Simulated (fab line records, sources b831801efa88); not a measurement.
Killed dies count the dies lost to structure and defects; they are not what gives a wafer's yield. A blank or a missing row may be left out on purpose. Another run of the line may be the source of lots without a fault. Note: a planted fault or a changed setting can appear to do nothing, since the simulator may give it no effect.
Which tool is to blame? || flow gf180mcu || Sampling: 7 lots, 21 wafers, 3 of 602 route steps

WHAT THE GAUGES READ, wafer by wafer
GF_V2_CD_MEAS_14: target cd 260 nm.
{"lot": "L277", "measured": "day 21 04:50", "on": "cd sem-01", "cd nm (nm)": "261.2 260.3 261.9"}
{"lot": "L279", "measured": "day 21 13:25", "on": "cd sem-02", "cd nm (nm)": "259.8 258.8 259.6"}
{"lot": "L283", "measured": "day 23 00:44", "on": "cd sem-02", "cd nm (nm)": "260.7 259.7 260.4"}
{"lot": "L295", "measured": "day 27 01:59", "on": "cd sem-01", "cd nm (nm)": "262.4 261.8 261.1"}
{"lot": "L297", "measured": "day 27 07:25", "on": "cd sem-01", "cd nm (nm)": "259.9 260.0 260.9"}

WHICH TOOL RAN EACH LOT (tool, then ch and the chambers of the sampled wafers, then the start)
{"lot": "L277", "GF_LVPWELL_STRIP_10": "plasma asher-02 ch 0,1, day 4 06:16", "GF_VT_IMPLANT_EXPOSE_04": "iline stepper-01 ch 0, day 5 18:16"}
{"lot": "L279", "GF_LVPWELL_STRIP_10": "plasma asher-02 ch 0,1, day 4 17:32", "GF_VT_IMPLANT_EXPOSE_04": "iline stepper-01 ch 0, day 6 05:28"}
{"lot": "L283", "GF_LVPWELL_STRIP_10": "plasma asher-02 ch 0,1, day 5 12:31", "GF_VT_IMPLANT_EXPOSE_04": "iline stepper-01 ch 0, day 7 02:49"}
{"lot": "L288", "GF_LVPWELL_STRIP_10": "plasma asher-03 ch 0,1, day 6 17:59", "GF_VT_IMPLANT_EXPOSE_04": "iline stepper-02, day 8 10:04"}
{"lot": "L290", "GF_LVPWELL_STRIP_10": "plasma asher-02 ch 0,1, day 7 01:52", "GF_VT_IMPLANT_EXPOSE_04": "iline stepper-01, day 8 19:25"}
{"lot": "L295", "GF_LVPWELL_STRIP_10": "plasma asher-04 ch 0,1, day 8 10:35", "GF_VT_IMPLANT_EXPOSE_04": "iline stepper-01 ch 0, day 10 06:44"}
{"lot": "L297", "GF_LVPWELL_STRIP_10": "plasma asher-03 ch 0,1, day 8 19:53", "GF_VT_IMPLANT_EXPOSE_04": "iline stepper-01 ch 0, day 10 15:40"}
- GF_LVPWELL_STRIP_10: strips in O2/N2.
- GF_VT_IMPLANT_EXPOSE_04: exposes mask LVPWELL LV AREA, target cd 600 nm.

THE ANSWER, worked out from the rows above alone
Rule: the usual values come from the lots themselves. Put in order of their means at a reading, lots are off if they are a third of the lots or fewer, leave a main group of 4 or more, and stand apart from it by a gap of 3 or more times the standard deviation of the main group's means; of several such gaps the widest counts. If all means in a main group match to the digits the tables above print for the reading, that group is not used. A lot without any number at a reading at which 4 lots or more have one is off too. Where the step has rows for the other lots, those lots are counted as sound.
None of the lots is off at any reading shown; this tells nothing.

WHAT THE SIMULATOR HAD PUT IN
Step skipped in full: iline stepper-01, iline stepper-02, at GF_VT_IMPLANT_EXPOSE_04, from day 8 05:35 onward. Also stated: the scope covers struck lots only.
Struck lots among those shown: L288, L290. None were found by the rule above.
